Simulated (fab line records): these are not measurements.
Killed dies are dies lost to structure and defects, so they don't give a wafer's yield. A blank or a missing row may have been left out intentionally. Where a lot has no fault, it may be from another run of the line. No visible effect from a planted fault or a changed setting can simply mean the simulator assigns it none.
A single fault, viewed from 2 desks / flow gf180mcu / every desk sees just its own numbers, and what lay behind them comes last

== THE METROLOGY DESK ==
What the gauges read for every lot (on any tool): the sampled wafers with a number, averaged. Marked OUT: a lot whose mean sits more than 4 standard deviations from the usual mean, which makes it out of limits; the brackets give that distance.
Columns: A = POLY_GATE_CVD_00_THK at GF_POLY_GATE_THK_MEAS_01, usual 199.9 nm; B = cd_nm at GF_POLY_GATE_CD_MEAS_10, usual 280.3 nm; C = cd_nm at GF_POLY_GATE_CD_MEAS_18, usual 279.5 nm
lot=L564; first seen here=day 8 12:14; A=199.0; B=280.8; C=280.4
lot=L565; first seen here=day 8 17:44; A=197.9; B=279.8; C=280.0
lot=L566; first seen here=day 8 21:55; A=198.7; B=279.0; C=279.5
lot=L567; first seen here=day 9 08:10; A=198.5; B=281.0; C=281.3
lot=L568; first seen here=day 9 18:53; A=201.6; B=280.0; C=278.8
lot=L569; first seen here=day 9 20:13; A=201.6; B=280.1; C=277.8
lot=L572; first seen here=day 10 18:40; A=200.8; B=280.8; C=281.5
lot=L573; first seen here=day 11 05:32; A=198.7; B=282.7; C=280.5
lot=L576; first seen here=day 12 02:02; A=198.7; B=280.2; C=278.7
lot=L578; first seen here=day 12 14:18; A=197.4; B=281.1; C=276.7
lot=L580; first seen here=day 13 07:10; A=200.2; B=279.5; C=279.6
lot=L581; first seen here=day 13 09:12; A=201.7; B=282.4; C=282.7
lot=L585; first seen here=day 14 15:10; A=200.8; B=279.7; C=280.4
lot=L586; first seen here=day 14 19:47; A=198.9; B=279.4; C=278.2
This desk's verdict: no lot among the 14 shows anything out of limits.

== TOOL OWNER'S DESK, implanter-03 ==
GF_HV_LDD_IMPLANT_35, tool's own readings: per-lot mean of the sampled wafers with a number, covering each lot this tool ran. Marked OUT: a lot whose mean sits more than 4 standard deviations from the usual mean, which makes it out of limits; the brackets give that distance.
Columns: A = beam_energy_keV at GF_HV_LDD_IMPLANT_35, usual 60.000; B = end_station_pressure_torr at GF_HV_LDD_IMPLANT_35, usual 5.05e-06 Torr
lot=L566; first seen here=day 11 23:47; A=59.999; B=5.22e-06
lot=L567; first seen here=day 12 12:50; A=60.025; B=5.04e-06
lot=L573; first seen here=day 14 13:49; A=60.007; B=4.81e-06
lot=L576; first seen here=day 15 14:19; A=59.996; B=4.96e-06
lot=L578; first seen here=day 16 04:23; A=56.943 (-99 or more) OUT; B=5.17e-06
lot=L580; first seen here=day 17 04:29; A=56.930 (-99 or more) OUT; B=5.12e-06
Finding of this desk: L578, L580 out of limits; the first was L578 at day 16 04:23, on beam_energy_keV at GF_HV_LDD_IMPLANT_35. L566, L567, L573, L576: within limits.

== TAKEN TOGETHER ==
At day 16 04:23, on L578, L580, the tool owner's desk was in a position to raise an alarm.
Nothing out of limits was seen by the metrology desk.
The metrology desk has L578, L580 on record, within its limits.
On implanter-03, each named lot ran GF_HV_LDD_IMPLANT_35.

== WHAT WAS PUT IN BY THE SIMULATOR ==
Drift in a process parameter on implanter-03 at GF_HV_LDD_IMPLANT_35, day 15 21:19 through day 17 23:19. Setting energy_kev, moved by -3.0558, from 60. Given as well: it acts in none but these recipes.
Lots struck among those shown: L578, L580.
Each desk's first reading out of limits, in hours after the fault started: the tool owner's desk, 7.
